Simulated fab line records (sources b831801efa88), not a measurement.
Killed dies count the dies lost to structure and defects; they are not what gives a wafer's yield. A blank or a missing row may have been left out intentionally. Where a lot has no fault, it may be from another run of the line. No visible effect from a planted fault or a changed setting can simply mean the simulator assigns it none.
The tool behind it: which one? ; flow sky130 ; 10 lots, 30 wafers sampled, at 4 steps of a route of 708

== WHAT EACH GAUGE READ, for each wafer ==
SKY_SD_N_RS_MEAS_16: the measuring method here is four-point-probe.
lot;measured;on;SD_N_RS (ohm/sq)
L633;day 28 22:59;film-metro-03;68.83 68.92 68.77
L636;day 30 12:41;film-metro-02;68.88 68.84 68.76
L638;day 30 16:12;film-metro-03;68.78 68.77 68.77
L639;day 31 01:22;film-metro-02;68.82 68.98 68.95
L644;day 32 13:54;film-metro-03;68.84 68.84 68.98
L647;day 33 13:16;film-metro-02;85.89 85.43 85.56
L646;day 33 17:07;film-metro-01;85.85 85.13 85.46
L650;day 34 07:27;film-metro-02;68.83 68.76 68.98
L653;day 35 00:23;film-metro-02;68.75 68.82 68.72
L654;day 35 12:19;film-metro-03;68.87 68.95 68.92

== EACH LOT AND THE TOOL THAT RAN IT (in order: tool; ch and the chambers of the sampled wafers; start) ==
lot;SKY_POLY_CUT_ETCH_10;SKY_SD_N_IMPLANT_09;SKY_SD_N_STRIP_11
L633;rie-diel-01 ch 1,2,3, day 25 07:22;implanter-03 ch 0, day 28 22:19;plasma-asher-02 ch 0,1, day 28 22:37
L636;rie-diel-01 ch 1,3, day 26 22:23;implanter-02 ch 0, day 30 12:01;plasma-asher-02 ch 0,1, day 30 12:19
L638;rie-diel-04 ch 0,2,3, day 27 03:53;implanter-02 ch 0, day 30 15:32;plasma-asher-01 ch 0,1, day 30 15:49
L639;rie-diel-01 ch 1,2,3, day 27 11:38;implanter-03 ch 0, day 31 00:41;plasma-asher-04 ch 0,1, day 31 00:59
L644;rie-diel-03 ch 0,1,2, day 29 01:53;implanter-03 ch 0, day 32 13:13;plasma-asher-04 ch 0,1, day 32 13:31
L647;rie-diel-01 ch 1,2,3, day 30 04:10;implanter-02 ch 0, day 33 12:32;plasma-asher-02 ch 0,1, day 33 12:49
L646;rie-diel-04 ch 0,2,3, day 30 06:13;implanter-02 ch 0, day 33 16:26;plasma-asher-04 ch 0,1, day 33 16:44
L650;rie-diel-03 ch 0,3, day 30 20:37;implanter-04 ch 0, day 34 06:46;plasma-asher-02 ch 0,1, day 34 07:04
L653;rie-diel-03 ch 0,1,2, day 31 15:01;implanter-03 ch 0, day 34 23:43;plasma-asher-01 ch 0,1, day 35 00:00
L654;rie-diel-03 ch 1,3, day 32 02:07;implanter-03 ch 0, day 35 11:37;plasma-asher-04 ch 0,1, day 35 11:55
- SKY_POLY_CUT_ETCH_10: etches BARC in N2/H2, stops on SiO2, time 45.9 s, target depth 60 nm.
- SKY_SD_N_IMPLANT_09
- SKY_SD_N_STRIP_11: strips in O2/N2.

== THE ANSWER, worked out from the rows above alone ==
Rule: the usual values come from the lots themselves. Put in order of their means at a reading, lots are off if they are a third of the lots or fewer, leave a main group of 4 or more, and stand apart from it by a gap of 3 or more times the standard deviation of the main group's means; of several such gaps the widest counts. A main group is skipped when, at the precision printed for the reading in the tables above, its means are all equal. Also off: a lot with no number at a reading for which 4 or more lots have one. The other lots that the step has rows for count as sound.
Off: at SKY_SD_N_RS_MEAS_16 (SD_N_RS), L647, L646. Mean 68.85 ohm/sq and standard deviation 0.055 in the main group.
If a tool, at a process step before that reading, ran all the lots that are off and no sound lot after the first of them, it fits. The gauges at SKY_SD_N_RS_MEAS_16 are tried like those tools. One candidate fits, namely implanter-02 at SKY_SD_N_IMPLANT_09. A fault onset in the window from L638 (day 30 15:32, its last sound lot) to L647 (day 33 12:32, its first lot off) fits.

== WHAT THE SIMULATOR HAD INSERTED ==
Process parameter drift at SKY_SD_N_IMPLANT_09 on implanter-02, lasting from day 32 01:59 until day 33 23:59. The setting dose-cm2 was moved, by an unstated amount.
Lots struck among those shown: L647, L646. The rule above reached the same finding.
